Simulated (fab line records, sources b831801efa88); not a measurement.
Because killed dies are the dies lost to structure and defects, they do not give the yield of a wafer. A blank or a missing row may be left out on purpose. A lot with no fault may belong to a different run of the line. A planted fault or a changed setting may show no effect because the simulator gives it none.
Split-lot trial | flow sky130 | route with 708 steps; 5 lots, 23 wafers read

## THE SPLIT ITSELF
At SKY_LDD_N_SOFTBAKE_03 (time 60 s), the setting temp-c was moved away from the recipe's 90 C on 8 of the 23 wafers read, by -1.9% to +3.0%. For the rest of the wafers, this setting stayed at what the recipe calls for.

## FROM THE SPLIT TO THE READING: what the file shows between them, 2 steps
- SKY_LDD_N_EXPOSE_04: exposes mask NTM, target cd 840 nm
- SKY_LDD_N_PEB_05

## THE READING
NOVOLAK_of_LDD_N_COAT_02.thk-nm (the simulator's own value, which no gauge read), in nm, at SKY_LDD_N_DEVELOP_06 (develop time 60 s). No usual value for it is given in the file. Across the 15 wafers here that went through the recipe, the average is 299.9 nm and the standard deviation 0.53 nm.

wafer  | tool, chamber at the split | temp-c as run, C | against the recipe | NOVOLAK_of_LDD_N_COAT_02.thk-nm, nm | against lot-mates on the recipe
L074.1 | litho-track-02, 0          | 90               | recipe             | 299.2                               | -
L074.2 | litho-track-02, 0          | 90               | recipe             | 300                                 | -
L074.3 | litho-track-02, 0          | 90               | recipe             | 299.7                               | -
L074.4 | litho-track-02, 0          | 90               | recipe             | 299.9                               | -
L074.6 | litho-track-02, 0          | 90               | recipe             | 299.8                               | -
L077.1 | litho-track-01, 0          | 90               | recipe             | 300.2                               | -
L077.2 | litho-track-01, 0          | 88.27            | -1.9%              | 300.9                               | +0.4
L077.3 | litho-track-01, 0          | 90               | recipe             | 300.5                               | -
L077.4 | litho-track-01, 0          | 88.27            | -1.9%              | 301.4                               | +0.9
L077.5 | litho-track-01, 0          | 90               | recipe             | 300.7                               | -
L079.1 | litho-track-01, 0          | 90               | recipe             | 300.2                               | -
L079.4 | litho-track-01, 0          | 90               | recipe             | 300.6                               | -
L079.5 | litho-track-01, 0          | 90               | recipe             | 299.8                               | -
L080.1 | litho-track-04, 0          | 90               | recipe             | 299.2                               | -
L080.2 | litho-track-04, 0          | 88.36            | -1.8%              | 300.2                               | +1.2
L080.4 | litho-track-04, 0          | 88.36            | -1.8%              | 299.8                               | +0.8
L080.5 | litho-track-04, 0          | 88.36            | -1.8%              | 301.3                               | +2.3
L080.6 | litho-track-04, 0          | 90               | recipe             | 298.9                               | -
L085.1 | litho-track-01, 0          | 90               | recipe             | 299.8                               | -
L085.2 | litho-track-01, 0          | 92.74            | +3.0%              | 296.9                               | -3.3
L085.3 | litho-track-01, 0          | 92.74            | +3.0%              | 297.5                               | -2.7
L085.4 | litho-track-01, 0          | 92.74            | +3.0%              | 296.8                               | -3.4
L085.6 | litho-track-01, 0          | 90               | recipe             | 300.6                               | -

FIT RESULTS
A straight line over all 23 wafers: NOVOLAK_of_LDD_N_COAT_02.thk-nm changes by -0.745 nm for each +1% of temp-c; r = -0.87; the points scatter about the line by 0.63 nm.
The same after taking each lot's own level away (the mean of its wafers on the recipe; 23 wafers): -0.86 nm for each +1%; r = -0.93; scatter 0.48 nm.
That fit puts the effect of the largest move of temp-c on the reading at 2.6 nm.
The span of the lots' own levels, 299.05 to 300.47 nm, comes to 2.7 times the standard deviation stated above.
Hence the slope depends on the lot-to-lot level, as the two fits are not the same.
Check: for one of the wafers moved furthest among these (+3.0%), held out of the fit, the line's prediction against its lot-mates is -2.63 nm. It came out at -3.3 nm against them.

## THESE WAFERS: OTHER SPLITS
Before the reading, these wafers also passed through other splits. Each is held against what the fit with the lots' levels taken away leaves over:
other split on the same wafers             | wafers away from the commonest value | r with NOVOLAK_of_LDD_N_COAT_02.thk-nm (lot level and that fit taken away)
SKY_VT_ADJUST_PCH_IMPLANT_08 energy-kev    | 11                                   | -0.15
SKY_SONOS_TUNNEL_DEVELOP_06 develop-time-s | 11                                   | -0.29
SKY_SONOS_ONO_CVD_02 time-s                | 10                                   | -0.07
SKY_SONOS_ONO_EXPOSE_10 dose-mj            | 5                                    | -0.13
SKY_SONOS_ONO_DEVELOP_12 develop-time-s    | 2                                    | -0.21
SKY_GATE_OXIDE_COAT_05 resist-thk-nm       | 8                                    | -0.37
SKY_GATE_OXIDE_IMPLANT_11 energy-kev       | 8                                    | +0.23
SKY_RES_PROTECT_SOFTBAKE_03 temp-c         | 7                                    | +0.25
SKY_RES_PROTECT_DEVELOP_06 dev-temp-c      | 6                                    | -0.22
SKY_POLY_GATE_COAT_07 resist-thk-nm        | 8                                    | -0.07

## FILE'S OWN FIT
NOVOLAK_of_LDD_N_COAT_02.thk-nm changes by -0.823 nm for each +1% of temp-c, r = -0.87.
